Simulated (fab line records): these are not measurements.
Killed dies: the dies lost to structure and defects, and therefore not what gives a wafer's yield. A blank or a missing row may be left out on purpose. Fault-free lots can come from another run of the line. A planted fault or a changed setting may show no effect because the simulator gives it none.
What tool caused it?    flow sky130    27 wafers from 9 lots sampled at 3 of the route's 708 steps

WHAT THE GAUGES SHOWED, per wafer
SKY_METAL3_CD_MEAS_13: target cd 300 nm.
lot   measured      on        cdNm (nm)
L429  day 38 10:19  cdSem-01  299.5 297.9 297.9
L435  day 40 09:53  cdSem-02  299.9 301.0 301.3
L436  day 41 16:29  cdSem-01  299.5 299.0 299.6
L438  day 41 17:40  cdSem-01  300.4 300.8 298.4
L444  day 42 18:22  cdSem-01  299.6 299.3 299.1
L447  day 43 11:08  cdSem-01  303.4 304.2 304.7
L448  day 43 20:48  cdSem-02  297.8 297.1 297.0
L450  day 44 07:25  cdSem-02  304.7 303.3 302.6
L452  day 44 21:31  cdSem-02  300.8 300.4 301.2

WHICH TOOL RAN EACH LOT (tool, then ch and the chambers of the sampled wafers, then the start)
lot   SKY_METAL2_ETCH_18                SKY_METAL2_METAL_ETCH_19
L429  rieMetal-01 ch 0,1, day 35 00:07  rieMetal-01 ch 0,1, day 35 00:11
L435  rieMetal-01 ch 0,1, day 37 03:40  rieMetal-01 ch 0,1, day 37 03:44
L436  rieMetal-03 ch 0,1, day 38 11:17  rieMetal-03 ch 0,1, day 38 11:21
L438  rieMetal-01 ch 1, day 38 12:16    rieMetal-01 ch 1, day 38 12:20
L444  rieMetal-03 ch 0,1, day 39 15:59  rieMetal-03 ch 0,1, day 39 16:04
L447  rieMetal-01 ch 0,1, day 40 09:52  rieMetal-01 ch 0,1, day 40 09:56
L448  rieMetal-02 ch 0,1, day 40 18:22  rieMetal-02 ch 0,1, day 40 18:26
L450  rieMetal-02 ch 0,1, day 41 06:01  rieMetal-02 ch 0,1, day 41 06:05
L452  rieMetal-02 ch 0,1, day 41 21:23  rieMetal-02 ch 0,1, day 41 21:26
- SKY_METAL2_ETCH_18: etches BARC in N2/H2, stops on SiO2, time 45.9 s, target depth 60 nm.
- SKY_METAL2_METAL_ETCH_19: etches the open film in Cl2/BCl3, stops on SiO2, target depth 360 nm, time 78 s.

THE ANSWER, worked out from the rows above alone
Rule: the usual values come from the lots themselves. Put in order of their means at a reading, lots are off if they are a third of the lots or fewer, leave a main group of 4 or more, and stand apart from it by a gap of 3 or more times the standard deviation of the main group's means; of several such gaps the widest counts. A main group whose means are all the same, to the digits that the tables above print for the reading, isn't used. Also off: a lot with no number at a reading for which 4 or more lots have one. The other lots that the step has rows for count as sound.
Across all readings shown, no lot is off: no conclusion can be drawn from this.

WHAT THE SIMULATOR PUT IN
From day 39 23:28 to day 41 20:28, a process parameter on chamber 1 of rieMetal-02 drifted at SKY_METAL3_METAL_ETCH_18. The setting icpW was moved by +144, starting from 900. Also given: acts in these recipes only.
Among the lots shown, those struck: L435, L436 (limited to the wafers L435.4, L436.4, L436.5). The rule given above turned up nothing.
